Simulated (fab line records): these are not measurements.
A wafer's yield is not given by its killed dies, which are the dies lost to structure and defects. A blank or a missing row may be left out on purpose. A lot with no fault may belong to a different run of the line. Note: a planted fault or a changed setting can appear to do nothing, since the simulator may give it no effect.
Problem report in the 8D (eight disciplines) form, filled by code || flow sky130 || the parts of the form that need people (team, actions taken, sign-off) are left out

## 1. PROBLEM STATEMENT
Wafers with no fault read 43 with a standard deviation of 7.5, whereas killed_at_M0_to_M3 at SKY_PAD_OPEN_PROBE_99 reads a mean of 95 on 1 wafer of 1 lot. That is +6.9 standard deviations from the usual mean.
First seen on wafer L153.6, day 49 22:55, on prober-02. At this step, 9 wafers from 3 lots have a number in the record. By rule, "out" or "out of limits" means more than 4 standard deviations away from the usual mean. The rest of the wafers with a number are treated as sound.

## 2. WHAT IT IS, WHAT IT ISN'T
{"question": "which readings at this step", "is": "killed_at_M0_to_M3, defect_limited_yield, killed_dies, sort_bin_3_pad_short, sort_bin_5_function, sort_n_pass, sort_yield_pct", "is not": "killed_at_M4_up, killed_at_contacts, killed_at_front_end, killed_at_other, killed_open, killed_short, sort_bin_6_memory"}
{"question": "which lots", "is": "L153", "is not": "L149, L152"}
{"question": "which wafers of those lots", "is": "L153.6", "is not": "L153.2, L153.5"}
{"question": "read on which tools", "is": "prober-02", "is not": "prober-01"}
{"question": "when", "is": "from day 49 22:55", "is not": "up to then (8 sound wafers)"}

## 3. SUSPECTS, AND WHAT RULES EACH OUT
Counting: a tool at a process step up to the reading stays a suspect if it ran every lot that is out. Sound lots after the first of them don't rule it out here, since some wafers of a struck lot are sound.
- pvd_sputter-03 at SKY_METAL2_SPUTTER_04 (material TiN, target thk 70 nm, time 60.39 s): kept. It ran the lot that is out, L153 (day 39 11:55); its last sound lot up to then is L152 (day 39 06:51).
- pvd_sputter-03 at SKY_METAL5_SPUTTER_01 (material TiN, target thk 20 nm, time 16.7 s): kept. It ran the lot that is out, L153 (day 47 12:47); its last sound lot up to then is L149 (day 46 13:13).
- rie_metal-03 at SKY_METAL5_DESCUM_14 (chemistry O2, time 11 s): kept. It ran the lot that is out, L153 (day 48 06:48); its last sound lot up to then is L149 (day 47 09:54).
- plasma_asher-03 at SKY_PAD_OPEN_STRIP_08 (strips in O2/N2): kept. It ran the lot that is out, L153 (day 49 20:27); its last sound lot up to then is L152 (day 49 19:09).
- prober-02 at SKY_PAD_OPEN_PROBE_99: kept. It ran the lot that is out, L153 (day 49 22:43); its last sound lot up to then is L152 (day 49 21:31). On those wafers its own readings are out: defect_limited_yield, killed_at_M0_to_M3, killed_dies, sort_bin_3_pad_short, sort_bin_5_function, sort_n_pass, sort_yield_pct.
- Within plasma_asher-03 at SKY_PAD_OPEN_STRIP_08: the wafers that are out ran in chamber 1; their sound lot-mates ran in chamber 0.
Left after counting: pvd_sputter-03 at SKY_METAL2_SPUTTER_04, pvd_sputter-03 at SKY_METAL5_SPUTTER_01, rie_metal-03 at SKY_METAL5_DESCUM_14, plasma_asher-03 at SKY_PAD_OPEN_STRIP_08, prober-02 at SKY_PAD_OPEN_PROBE_99.

## 4. THE CAUSE (what the simulator had put in)
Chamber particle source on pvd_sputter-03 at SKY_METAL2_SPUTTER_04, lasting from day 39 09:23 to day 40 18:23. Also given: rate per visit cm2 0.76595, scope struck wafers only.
5 suspects survive the count, and this tool is in that group.

## 5. SEQUENCE OF EFFECTS, ordered by route
One row per reading whose mean, taken over the struck wafers that have a number, lies over 3 standard deviations from the usual. Readings are gone through only where the record gives a usual standard deviation; hours: the median, over the lots, of the time from a lot's start at the first step in this table giving one to that lot's start at this step; sigmas: the change measured in usual standard deviations.
{"hours": 0, "step": "SKY_PAD_OPEN_PROBE_99", "reading": "defect_limited_yield", "usual": "82.4 %", "on struck wafers": 74.6, "change": -7.8, "sigmas": -4.1}
{"hours": 0, "step": "SKY_PAD_OPEN_PROBE_99", "reading": "killed_at_M0_to_M3", "usual": 43, "on struck wafers": 95, "change": "+52", "sigmas": "+6.9"}
{"hours": 0, "step": "SKY_PAD_OPEN_PROBE_99", "reading": "killed_dies", "usual": 86, "on struck wafers": 125, "change": "+39", "sigmas": "+4.3"}
{"hours": 0, "step": "SKY_PAD_OPEN_PROBE_99", "reading": "sort_bin_3_pad_short", "usual": "0.9 %", "on struck wafers": 2.8, "change": "+1.9", "sigmas": "+4.4"}
{"hours": 0, "step": "SKY_PAD_OPEN_PROBE_99", "reading": "sort_bin_5_function", "usual": "10.4 %", "on struck wafers": 17.1, "change": "+6.7", "sigmas": "+5.2"}
{"hours": 0, "step": "SKY_PAD_OPEN_PROBE_99", "reading": "sort_n_pass", "usual": 406, "on struck wafers": 367, "change": -39, "sigmas": -4.3}
{"hours": 0, "step": "SKY_PAD_OPEN_PROBE_99", "reading": "sort_yield_pct", "usual": "82.4 %", "on struck wafers": 74.6, "change": -7.8, "sigmas": -4.1}
Here are the process steps it includes:
- SKY_PAD_OPEN_PROBE_99

## 6. HOW IT WOULD HAVE BEEN CAUGHT EARLIER
In this record the first reading out of limits was taken at day 49 22:55, 254 hours after the fault began at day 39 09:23.
No tool reading at SKY_METAL2_SPUTTER_04 that has a usual standard deviation in the record was out on any struck wafer, so an alarm limit of 4 standard deviations on those readings would not have fired.
The start of SKY_METAL2_SPUTTER_04 on pvd_sputter-03 came by day 49 22:55 for every one of the lots that are out (1). Tool hold at that time: it would have spared none of them.
